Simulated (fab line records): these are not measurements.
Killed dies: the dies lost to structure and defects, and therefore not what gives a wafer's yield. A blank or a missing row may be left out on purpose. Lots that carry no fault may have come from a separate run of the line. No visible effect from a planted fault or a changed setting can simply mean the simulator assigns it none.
fab line records + flow sky130 + part 2 of 2: steps 26 to 37 of 37
[record]
- lots = 5
- wafers = 15
- last_day = 49
route steps=708 shown VT_ADJUST_HVTR@133 VT_ADJUST_PCH@143 SONOS_TUNNEL@154 SONOS_ONO@168
lots with no fault: from the same line, run without faults
start_h: the number of hours between the record's first day and the start of the first shown wafer of the lot + wait_h: hours from the lot's prior step to this one + " the same as in the row above + L1.1+2: a single row standing in for several wafers + - value missing, or start not given + * or withheld: withheld + < > ~ a bound
route shown NAME@n: NAME is a module with steps in the file, n the number in the route of the first one + usual: the fault-free wafers' mean and standard deviation + same: alike in all rows + chamber/n: place in a boat + sites: the reading at each site + _std_site: the values' standard deviation + _edge_site: mean of outer sites minus mean of inner sites + radius_mm: how far each site lies from the wafer's centre + mask NAME#n: copy n + behind: the last tool/chamber to shape the wafer + hold: the reason the lot was held/the length of the hold in hours/how it ended + device: which transistor (n, p or np) failed to switch + end of line: the tests these same wafers got at the end of their route + step lacking rows: just its recipe + killed: the dies lost at the first sort to structure and to defects; this is not the yield of the wafer + map: shows each die of a wafer: x if killed, . if not, _ if none is there
set.NAME: the setting as run; set.NAME@STEP: as run at that earlier step + model.NAME: the simulator's own value behind a step, which no gauge read
lots seen at some steps along the route; tables by step, rows by wafer
services: a tool's chamber out of use, with start hour (start_h, from the record's first day; less than 0 if before it), hours out, and reason
[[steps]]
[step SKY_SONOS_TUNNEL_EXPOSE_04]
[recipe]
- mask_id = TUNM
- na = 0.6
- source_shape = conventional
- sigma_outer = 0.6
- polarization = unpolarized
- target_cd_nm = 410
- dose_mj = 136
[usual]
- reticle_temp_C = 23.00/0.099
| lot.wafer | tool             | chamber | start_h | wait_h | mask   | reticle_temp_C |
|-----------|------------------|---------|---------|--------|--------|----------------|
| L074.2    | iline_stepper-02 | 0       | -       | -      | TUNM#0 | 22.92          |
| L074.3    | "                | 0       | "       | "      | TUNM#0 | 22.97          |
| L074.4    | "                | 0       | "       | "      | TUNM#0 | 22.94          |
| L076.2    | iline_stepper-01 | 0       | -       | -      | TUNM#0 | 23.01          |
| L076.3    | "                | 0       | "       | "      | TUNM#0 | 22.95          |
| L076.6    | "                | 0       | "       | "      | TUNM#0 | 23.13          |
| L081.1    | iline_stepper-01 | 0       | -       | -      | TUNM#0 | 23.07          |
| L081.5    | "                | 0       | "       | "      | TUNM#0 | 23.05          |
| L081.6    | "                | 0       | "       | "      | TUNM#0 | 23.04          |
| L090.1    | iline_stepper-01 | 0       | -       | -      | TUNM#0 | 22.97          |
| L090.5    | "                | 0       | "       | "      | TUNM#0 | 22.95          |
| L090.6    | "                | 0       | "       | "      | TUNM#0 | 23.02          |
| L092.3    | iline_stepper-02 | 0       | -       | -      | TUNM#0 | 23.28          |
| L092.5    | "                | 0       | "       | "      | TUNM#0 | 23.05          |
| L092.6    | "                | 0       | "       | "      | TUNM#0 | 23.10          |
[step SKY_SONOS_TUNNEL_PEB_05]
[recipe]
- temp_c = withheld
- time_s = *
- resist = NOVOLAK
[usual]
- resist_line_temp_C = *
| lot.wafer | tool           | chamber | start_h | wait_h | resist_line_temp_C |
|-----------|----------------|---------|---------|--------|--------------------|
| L074.2    | litho_track-01 | 0       | -       | -      | *                  |
| L074.3    | "              | 0       | "       | "      | *                  |
| L074.4    | "              | 0       | "       | "      | *                  |
| L076.2    | litho_track-01 | 0       | -       | -      | *                  |
| L076.3    | "              | 0       | "       | "      | *                  |
| L076.6    | "              | 0       | "       | "      | *                  |
| L081.1    | litho_track-01 | 0       | -       | -      | *                  |
| L081.5    | "              | 0       | "       | "      | *                  |
| L081.6    | "              | 0       | "       | "      | *                  |
| L090.1    | litho_track-03 | 0       | -       | -      | *                  |
| L090.5    | "              | 0       | "       | "      | *                  |
| L090.6    | "              | 0       | "       | "      | *                  |
| L092.3    | litho_track-03 | 0       | -       | -      | *                  |
| L092.5    | "              | 0       | "       | "      | *                  |
| L092.6    | "              | 0       | "       | "      | *                  |
[step SKY_SONOS_TUNNEL_DEVELOP_06]
[recipe]
- resist = NOVOLAK
- developer = TMAH
- develop_time_s = 60
- dev_temp_c = 23
[usual]
- resist_line_temp_C = 22.99/0.1
| lot.wafer | tool           | chamber | start_h | wait_h | resist_line_temp_C |
|-----------|----------------|---------|---------|--------|--------------------|
| L074.2    | litho_track-01 | 0       | 245.07  | 0.1    | 23.07              |
| L074.3    | "              | 0       | "       | "      | 23.04              |
| L074.4    | "              | 0       | "       | "      | 22.98              |
| L076.2    | litho_track-01 | 0       | 267.57  | 0.1    | 22.98              |
| L076.3    | "              | 0       | "       | "      | 23.02              |
| L076.6    | "              | 0       | "       | "      | 23.06              |
| L081.1    | litho_track-01 | 0       | 299.35  | 0.1    | 23.01              |
| L081.5    | "              | 0       | "       | "      | 22.90              |
| L081.6    | "              | 0       | "       | "      | 22.91              |
| L090.1    | litho_track-03 | 0       | 370.46  | 0.1    | 22.90              |
| L090.5    | "              | 0       | "       | "      | 22.86              |
| L090.6    | "              | 0       | "       | "      | 23.10              |
| L092.3    | litho_track-03 | 0       | 395.31  | 0.1    | 22.90              |
| L092.5    | "              | 0       | "       | "      | 22.86              |
| L092.6    | "              | 0       | "       | "      | 23.02              |
[step SKY_SONOS_TUNNEL_CD_MEAS_07]
[recipe]
- target_cd_nm = 410
[usual]
- cd_nm = 409.8/2.6
| lot.wafer | tool      | chamber | start_h | wait_h | cd_nm |
|-----------|-----------|---------|---------|--------|-------|
| L074.2    | cd_sem-01 | -       | 245.22  | 0.1    | 404.5 |
| L074.3    | "         | -       | "       | "      | 405.8 |
| L074.4    | "         | -       | "       | "      | 405.8 |
| L076.2    | cd_sem-01 | -       | 267.72  | 0.1    | 407.6 |
| L076.3    | "         | -       | "       | "      | 407.6 |
| L076.6    | "         | -       | "       | "      | 407.9 |
| L081.1    | cd_sem-01 | -       | 299.50  | 0.1    | 407.2 |
| L081.5    | "         | -       | "       | "      | 408.2 |
| L081.6    | "         | -       | "       | "      | 406.5 |
| L090.1    | cd_sem-02 | -       | 370.61  | 0.1    | 409.7 |
| L090.5    | "         | -       | "       | "      | 408.1 |
| L090.6    | "         | -       | "       | "      | 409.7 |
| L092.3    | cd_sem-02 | -       | 395.45  | 0.1    | 408.3 |
| L092.5    | "         | -       | "       | "      | 411.1 |
| L092.6    | "         | -       | "       | "      | 410.5 |
[step SKY_SONOS_TUNNEL_OVL_MEAS_08]
[usual]
- SONOS_TUNNEL_OVL = 0.3/1.5
| lot.wafer | tool       | chamber | start_h | wait_h | SONOS_TUNNEL_OVL[nm] |
|-----------|------------|---------|---------|--------|----------------------|
| L074.2    | overlay-02 | -       | 245.32  | 0.1    | -0.5                 |
| L074.3    | "          | -       | "       | "      | 2.8                  |
| L074.4    | "          | -       | "       | "      | -0.1                 |
| L076.2    | overlay-01 | -       | 267.82  | 0.1    | -0.7                 |
| L076.3    | "          | -       | "       | "      | -1.5                 |
| L076.6    | "          | -       | "       | "      | -2.0                 |
| L081.1    | overlay-02 | -       | 299.62  | 0.1    | -0.7                 |
| L081.5    | "          | -       | "       | "      | -0.9                 |
| L081.6    | "          | -       | "       | "      | -0.8                 |
| L090.1    | overlay-02 | -       | 370.73  | 0.1    | 1.5                  |
| L090.5    | "          | -       | "       | "      | 0.8                  |
| L090.6    | "          | -       | "       | "      | 1.1                  |
| L092.3    | overlay-01 | -       | 395.55  | 0.1    | 2.3                  |
| L092.5    | "          | -       | "       | "      | 2.1                  |
| L092.6    | "          | -       | "       | "      | 2.8                  |
[step SKY_SONOS_TUNNEL_IMPLANT_09]
[recipe]
- species = B
- energy_kev = 20
- dose_cm2 = 1e+12
- tilt_deg = withheld
| lot.wafer  | tool         | chamber | start_h | wait_h |
|------------|--------------|---------|---------|--------|
| L074.2+3+4 | implanter-03 | 0       | 245.38  | 0.0    |
| L076.2+3+6 | implanter-03 | 0       | 267.88  | 0.0    |
| L081.1+5+6 | implanter-04 | 0       | 299.65  | 0.0    |
| L090.1+5+6 | implanter-03 | 0       | 370.77  | 0.0    |
| L092.3+5+6 | implanter-04 | 0       | 395.62  | 0.1    |
[step SKY_SONOS_TUNNEL_WET_ETCH_10]
[recipe]
- chemistry = dHF
- target_depth_nm = 14
- target = SiO2
- dilution = 100:1
- temp_c = 25
- time_s = 280
| lot.wafer  | tool         | chamber | start_h | wait_h |
|------------|--------------|---------|---------|--------|
| L074.2+3+4 | wet_bench-03 | 1       | 245.50  | 0.1    |
| L076.2+3+6 | wet_bench-04 | 2       | 268.00  | 0.1    |
| L081.1+5+6 | wet_bench-04 | 1       | 299.80  | 0.1    |
| L090.1+5+6 | wet_bench-04 | 2       | 370.92  | 0.1    |
| L092.3+5+6 | wet_bench-01 | 0       | 395.72  | 0.1    |
[step SKY_SONOS_TUNNEL_STRIP_11]
[recipe]
- chemistry = SPM
- time_s = 600
- temp_c = 130
| lot.wafer  | tool         | chamber | start_h | wait_h |
|------------|--------------|---------|---------|--------|
| L074.2+3+4 | wet_bench-01 | 2       | 245.59  | 0.0    |
| L076.2+3+6 | wet_bench-01 | 2       | 268.09  | 0.0    |
| L081.1+5+6 | wet_bench-01 | 0       | 299.90  | 0.0    |
| L090.1+5+6 | wet_bench-01 | 2       | 371.09  | 0.0    |
| L092.3+5+6 | wet_bench-03 | 1       | 395.81  | 0.0    |
[step SKY_SONOS_TUNNEL_TW_MEAS_12]
[usual]
- SONOS_TUNNEL_TW = 197.1/0.98
| lot.wafer | tool          | chamber | start_h | wait_h | SONOS_TUNNEL_TW |
|-----------|---------------|---------|---------|--------|-----------------|
| L074.2    | film_metro-03 | -       | 245.78  | 0.0    | 196.2           |
| L074.3    | "             | -       | "       | "      | 195.0           |
| L074.4    | "             | -       | "       | "      | 196.1           |
| L076.2    | film_metro-03 | -       | 268.29  | 0.0    | 197.7           |
| L076.3    | "             | -       | "       | "      | 197.1           |
| L076.6    | "             | -       | "       | "      | 197.4           |
| L081.1    | film_metro-03 | -       | 300.09  | 0.0    | 197.9           |
| L081.5    | "             | -       | "       | "      | 197.2           |
| L081.6    | "             | -       | "       | "      | 198.1           |
| L090.1    | film_metro-02 | -       | 371.27  | 0.0    | 196.9           |
| L090.5    | "             | -       | "       | "      | 198.2           |
| L090.6    | "             | -       | "       | "      | 197.7           |
| L092.3    | film_metro-02 | -       | 396.01  | 0.0    | 198.1           |
| L092.5    | "             | -       | "       | "      | 198.2           |
| L092.6    | "             | -       | "       | "      | 197.5           |
[step SKY_SONOS_TUNNEL_CLEAN_13]
[recipe]
- chemistry = dHF
- time_s = 20
- dilution = 100:1
- dry = ipa_marangoni
| lot.wafer  | tool         | chamber | start_h | wait_h |
|------------|--------------|---------|---------|--------|
| L074.2+3+4 | wet_bench-03 | 3       | 245.83  | 0.0    |
| L076.2+3+6 | wet_bench-03 | 1       | 268.34  | 0.0    |
| L081.1+5+6 | wet_bench-03 | 2       | 300.15  | 0.1    |
| L090.1+5+6 | wet_bench-03 | 3       | 371.33  | 0.1    |
| L092.3+5+6 | wet_bench-04 | 3       | 396.05  | 0.0    |
[step SKY_SONOS_ONO_OXIDATION_00]
[recipe]
- temp_c = 800
- ambient = O2
- idle_temp_c = 700
- ramp_up_c_per_min = 10
- ramp_down_c_per_min = 3
- stabilise_s = 600
- purge_s = 300
- target_thk_a = 26
- ox_time_s = 1249
[usual]
- tube_center_temp_C_max = 802.0/0.31
[same]
- purge_s = 300
| lot.wafer | tool       | chamber | start_h | wait_h | tube_center_temp_C_max |
|-----------|------------|---------|---------|--------|------------------------|
| L074.2    | furnace-02 | 0       | 248.17  | 2.3    | 802.0                  |
| L074.3    | "          | 0       | "       | "      | 802.1                  |
| L074.4    | "          | 0       | "       | "      | 801.6                  |
| L076.2    | furnace-02 | 0       | 270.43  | 2.1    | 802.3                  |
| L076.3    | "          | 0       | "       | "      | 802.0                  |
| L076.6    | "          | 0       | "       | "      | 801.8                  |
| L081.1    | furnace-02 | 0       | 302.11  | 1.9    | 802.1                  |
| L081.5    | "          | 0       | "       | "      | 802.2                  |
| L081.6    | "          | 0       | "       | "      | 802.0                  |
| L090.1    | furnace-01 | 0       | 373.89  | 2.5    | 802.0                  |
| L090.5    | "          | 0       | "       | "      | 802.4                  |
| L090.6    | "          | 0       | "       | "      | 801.7                  |
| L092.3    | furnace-01 | 0       | 398.16  | 2.1    | 802.0                  |
| L092.5    | "          | 0       | "       | "      | 801.9                  |
| L092.6    | "          | 0       | "       | "      | 802.2                  |
[step SKY_SONOS_ONO_THK_MEAS_01]
[recipe]
- reads = SiO2_of_SONOS_ONO_OXIDATION_00
[usual]
- SONOS_ONO_OXIDATION_THK = 2.60/0.064
| lot.wafer | tool          | chamber | start_h | wait_h | SONOS_ONO_OXIDATION_THK[nm] |
|-----------|---------------|---------|---------|--------|-----------------------------|
| L074.2    | film_metro-03 | -       | 249.52  | 0.0    | 2.41                        |
| L074.3    | "             | -       | "       | "      | 2.37                        |
| L074.4    | "             | -       | "       | "      | 2.46                        |
| L076.2    | film_metro-04 | -       | 271.78  | 0.0    | 2.59                        |
| L076.3    | "             | -       | "       | "      | 2.52                        |
| L076.6    | "             | -       | "       | "      | 2.62                        |
| L081.1    | film_metro-03 | -       | 303.46  | 0.0    | 2.55                        |
| L081.5    | "             | -       | "       | "      | 2.56                        |
| L081.6    | "             | -       | "       | "      | 2.65                        |
| L090.1    | film_metro-03 | -       | 375.24  | 0.0    | 2.63                        |
| L090.5    | "             | -       | "       | "      | 2.61                        |
| L090.6    | "             | -       | "       | "      | 2.60                        |
| L092.3    | film_metro-01 | -       | 399.53  | 0.0    | 2.53                        |
| L092.5    | "             | -       | "       | "      | 2.47                        |
| L092.6    | "             | -       | "       | "      | 2.56                        |
[[services]]
| tool             | chamber | start_h | hours | kind   |
|------------------|---------|---------|-------|--------|
| iline_stepper-01 | -       | 186.75  | 1.5   | repair |
| plasma_asher-01  | -       | 188.37  | 2.8   | pm     |
| iline_stepper-01 | -       | 201.50  | 2.1   | pm     |
| furnace-02       | -       | 202.03  | 3.4   | pm     |
| plasma_asher-03  | -       | 207.66  | 15.6  | pm     |
| plasma_asher-01  | -       | 207.74  | 0.8   | repair |
| iline_stepper-01 | -       | 211.61  | 12.5  | repair |
| implanter-04     | -       | 214.62  | 4.5   | repair |
| iline_stepper-01 | -       | 216.43  | 22.5  | repair |
| furnace-02       | -       | 222.16  | 4.3   | repair |
| implanter-02     | -       | 232.71  | 3.6   | repair |
| implanter-02     | -       | 241.59  | 2.6   | repair |
| implanter-03     | -       | 259.18  | 1.1   | repair |
| iline_stepper-02 | -       | 259.44  | 12.3  | repair |
| furnace-02       | -       | 271.77  | 3.8   | pm     |
| iline_stepper-01 | -       | 273.09  | 1.7   | pm     |
| implanter-04     | -       | 281.28  | 1.7   | repair |
| implanter-03     | -       | 295.41  | 3.6   | repair |
| plasma_asher-01  | -       | 296.79  | 3.3   | repair |
| wet_bench-01     | -       | 356.86  | 4.4   | pm     |
| iline_stepper-02 | -       | 357.44  | 1.7   | pm     |
| implanter-04     | -       | 388.91  | 4.8   | repair |
| implanter-03     | -       | 394.13  | 3.3   | pm     |
| implanter-03     | -       | 397.44  | 3.9   | pm     |
